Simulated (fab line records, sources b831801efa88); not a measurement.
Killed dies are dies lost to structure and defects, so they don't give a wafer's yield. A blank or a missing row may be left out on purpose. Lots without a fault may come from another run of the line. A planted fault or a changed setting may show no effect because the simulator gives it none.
Which tool did it? | flow sky130 | 11 lots, 33 wafers sampled, at 3 steps of a route of 708

WHAT THE GAUGES READ, wafer by wafer
SKY_VIA2_THK_MEAS_01.
lot  | measured     | on            | VIA2_HDPCVD_THK (nm)
L341 | day 35 13:56 | film_metro-04 | 1200 1184 1189
L343 | day 36 07:33 | film_metro-01 | 1169 1175 1172
L346 | day 37 11:55 | film_metro-02 | 1192 1164 1201
L348 | day 38 05:50 | film_metro-04 | 1181 1194 1202
L349 | day 39 01:43 | film_metro-02 | 1181 1159 1180
L350 | day 39 07:22 | film_metro-04 | 1195 1181 1165
L353 | day 39 13:35 | film_metro-01 | 1188 1182 1164
L352 | day 39 14:13 | film_metro-04 | 1173 1179 1208
L354 | day 40 02:25 | film_metro-04 | 1206 1175 1197
L358 | day 41 00:35 | film_metro-01 | 953 969 943 954 968 942
L359 | day 41 04:42 | film_metro-04 | 959 934 947 959 935 947

WHICH TOOL RAN EACH LOT (tool, then ch and the chambers of the sampled wafers, then the start)
lot  | SKY_VIA1_STRIP_16                    | SKY_VIA2_HDPCVD_00
L341 | plasma_asher-04 ch 0,1, day 34 08:47 | hdpcvd-02 ch 0,1, day 35 13:47
L343 | plasma_asher-04 ch 0,1, day 35 02:40 | hdpcvd-02 ch 1,2, day 36 07:25
L346 | plasma_asher-04 ch 0,1, day 36 07:02 | hdpcvd-01 ch 0,1,2, day 37 11:47
L348 | plasma_asher-04 ch 0,1, day 37 00:52 | hdpcvd-01 ch 0,1,2, day 38 05:42
L349 | plasma_asher-03 ch 0,1, day 37 21:38 | hdpcvd-02 ch 0,1,2, day 39 01:35
L350 | plasma_asher-04 ch 0,1, day 38 02:52 | hdpcvd-01 ch 0,1,2, day 39 07:14
L353 | plasma_asher-01 ch 1, day 38 10:08   | hdpcvd-02 ch 0,1,2, day 39 13:27
L352 | plasma_asher-04 ch 0,1, day 38 11:00 | hdpcvd-01 ch 0,2, day 39 14:05
L354 | plasma_asher-04 ch 0,1, day 38 22:23 | hdpcvd-01 ch 0,2, day 40 02:16
L358 | plasma_asher-03 ch 0,1, day 39 21:22 | hdpcvd-02 ch 0,1,2, day 41 00:28
L359 | plasma_asher-01 ch 0,1, day 40 01:55 | hdpcvd-02 ch 0,2, day 41 04:35
- SKY_VIA1_STRIP_16: strips in O2/N2.
- SKY_VIA2_HDPCVD_00: deposits SiO2, target thk 1180 nm, time 196.7 s.

THE ANSWER, worked out from the rows above alone
Rule: what is usual is taken from the lots themselves. Put in order of their means at a reading, lots are off if they are a third of the lots or fewer, leave a main group of 4 or more, and stand apart from it by a gap of 3 or more times the standard deviation of the main group's means; of several such gaps the widest counts. A main group whose means are all the same, to the digits that the tables above print for the reading, isn't used. A lot without any number at a reading at which 4 lots or more have one is off too. The other lots that the step has rows for count as sound.
Off: L358, L359, at SKY_VIA2_THK_MEAS_01 (VIA2_HDPCVD_THK). The main group: mean 1184 nm, standard deviation 7.5.
A tool fits if, at a process step before that reading, it ran every lot that is off, and no sound lot after the first of them. The gauges at SKY_VIA2_THK_MEAS_01 are tried like those tools. One fits: hdpcvd-02 at SKY_VIA2_HDPCVD_00. Its last sound lot is L353 (day 39 13:27), its first lot that is off L358 (day 41 00:28): a fault that began between those two fits.

WHAT THE SIMULATOR HAD PUT IN
Process parameter drift: hdpcvd-02, from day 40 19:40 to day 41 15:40, at SKY_VIA2_HDPCVD_00. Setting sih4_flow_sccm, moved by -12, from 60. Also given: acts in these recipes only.
Lots struck among those shown: L358, L359. The rule above found the same.
